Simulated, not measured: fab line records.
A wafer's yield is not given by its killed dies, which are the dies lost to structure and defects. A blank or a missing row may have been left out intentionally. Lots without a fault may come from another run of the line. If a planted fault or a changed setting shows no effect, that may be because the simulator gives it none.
Which of the tools did it? || flow gf180mcu || 13 lots, 39 wafers sampled, at 2 steps of a route of 602

== WHAT EACH GAUGE READ, for each wafer ==
GF_V1_THK_MEAS_03.
{"lot": "L910", "measured": "day 17 09:34", "on": "filmMetro-01", "V1_CVD_02_THK (nm)": "847 856 852"}
{"lot": "L911", "measured": "day 18 02:17", "on": "filmMetro-01", "V1_CVD_02_THK (nm)": "851 862 852"}
{"lot": "L912", "measured": "day 18 04:26", "on": "filmMetro-01", "V1_CVD_02_THK (nm)": "836 832 850"}
{"lot": "L913", "measured": "day 18 10:07", "on": "filmMetro-02", "V1_CVD_02_THK (nm)": "842 833 849"}
{"lot": "L914", "measured": "day 18 20:07", "on": "filmMetro-01", "V1_CVD_02_THK (nm)": "857 854 842"}
{"lot": "L915", "measured": "day 19 04:44", "on": "filmMetro-04", "V1_CVD_02_THK (nm)": "852 875 861"}
{"lot": "L917", "measured": "day 20 08:34", "on": "filmMetro-01", "V1_CVD_02_THK (nm)": "860 842 849"}
{"lot": "L918", "measured": "day 20 12:24", "on": "filmMetro-02", "V1_CVD_02_THK (nm)": "847 847 833"}
{"lot": "L922", "measured": "day 21 15:25", "on": "filmMetro-04", "V1_CVD_02_THK (nm)": "857 852 855"}
{"lot": "L927", "measured": "day 23 11:34", "on": "filmMetro-01", "V1_CVD_02_THK (nm)": "844 848 861"}
{"lot": "L930", "measured": "day 24 06:09", "on": "filmMetro-02", "V1_CVD_02_THK (nm)": "808 828 831"}
{"lot": "L931", "measured": "day 24 15:30", "on": "filmMetro-01", "V1_CVD_02_THK (nm)": "841 867 853"}
{"lot": "L932", "measured": "day 24 20:07", "on": "filmMetro-04", "V1_CVD_02_THK (nm)": "829 836 852"}

GF_V1_THK_MEAS_25: measures by xrf.
{"lot": "L910", "measured": "day 18 10:19", "on": "filmMetro-01", "V1_W_THK (nm)": "356 353 365"}
{"lot": "L911", "measured": "day 19 03:46", "on": "filmMetro-02", "V1_W_THK (nm)": "349 358 350"}
{"lot": "L912", "measured": "day 19 05:53", "on": "filmMetro-04", "V1_W_THK (nm)": "348 351 355"}
{"lot": "L913", "measured": "day 19 11:41", "on": "filmMetro-04", "V1_W_THK (nm)": "349 349 348"}
{"lot": "L914", "measured": "day 19 22:08", "on": "filmMetro-02", "V1_W_THK (nm)": "358 348 347"}
{"lot": "L915", "measured": "day 20 07:08", "on": "filmMetro-01", "V1_W_THK (nm)": "357 345 347"}
{"lot": "L917", "measured": "day 21 11:01", "on": "filmMetro-04", "V1_W_THK (nm)": "348 345 355"}
{"lot": "L918", "measured": "day 21 13:37", "on": "filmMetro-01", "V1_W_THK (nm)": "355 348 348"}
{"lot": "L922", "measured": "day 22 16:25", "on": "filmMetro-02", "V1_W_THK (nm)": "341 345 339"}
{"lot": "L927", "measured": "day 24 11:39", "on": "filmMetro-01", "V1_W_THK (nm)": "344 337 336"}
{"lot": "L930", "measured": "day 25 05:48", "on": "filmMetro-04", "V1_W_THK (nm)": "349 344 353"}
{"lot": "L931", "measured": "day 25 14:15", "on": "filmMetro-02", "V1_W_THK (nm)": "345 351 356"}
{"lot": "L932", "measured": "day 25 19:31", "on": "filmMetro-01", "V1_W_THK (nm)": "344 349 343"}

== TOOL THAT RAN EACH LOT (tool first, then ch and the chambers of the sampled wafers, then the start) ==
The record holds no process step before these readings.

== AS READ BY THE TOOLS THEMSELVES (means over the sampled wafers that have a number; for cases with no such wafer, the mark the record gives instead) ==
The record holds no such reading with a usual standard deviation.

== THE ANSWER, worked out from the rows above alone ==
Rule: usual is defined by the lots themselves. Put in order of their means at a reading, lots are off if they are a third of the lots or fewer, leave a main group of 4 or more, and stand apart from it by a gap of 3 or more times the standard deviation of the main group's means; of several such gaps the widest counts. Not used: any main group whose means are identical at the precision the tables above print for the reading. A lot without any number at a reading at which 4 lots or more have one is off too. The other lots that the step has rows for count as sound. Order of review: gauges by route order, followed by the tools' own readings, for which a lot's mean as printed above is used. At the first step where some lot is off, the reading lying furthest off is the one used; lots without a number count as furthest.
None of the lots is off at any reading shown; this tells nothing.

== WHAT HAD BEEN PUT IN BY THE SIMULATOR ==
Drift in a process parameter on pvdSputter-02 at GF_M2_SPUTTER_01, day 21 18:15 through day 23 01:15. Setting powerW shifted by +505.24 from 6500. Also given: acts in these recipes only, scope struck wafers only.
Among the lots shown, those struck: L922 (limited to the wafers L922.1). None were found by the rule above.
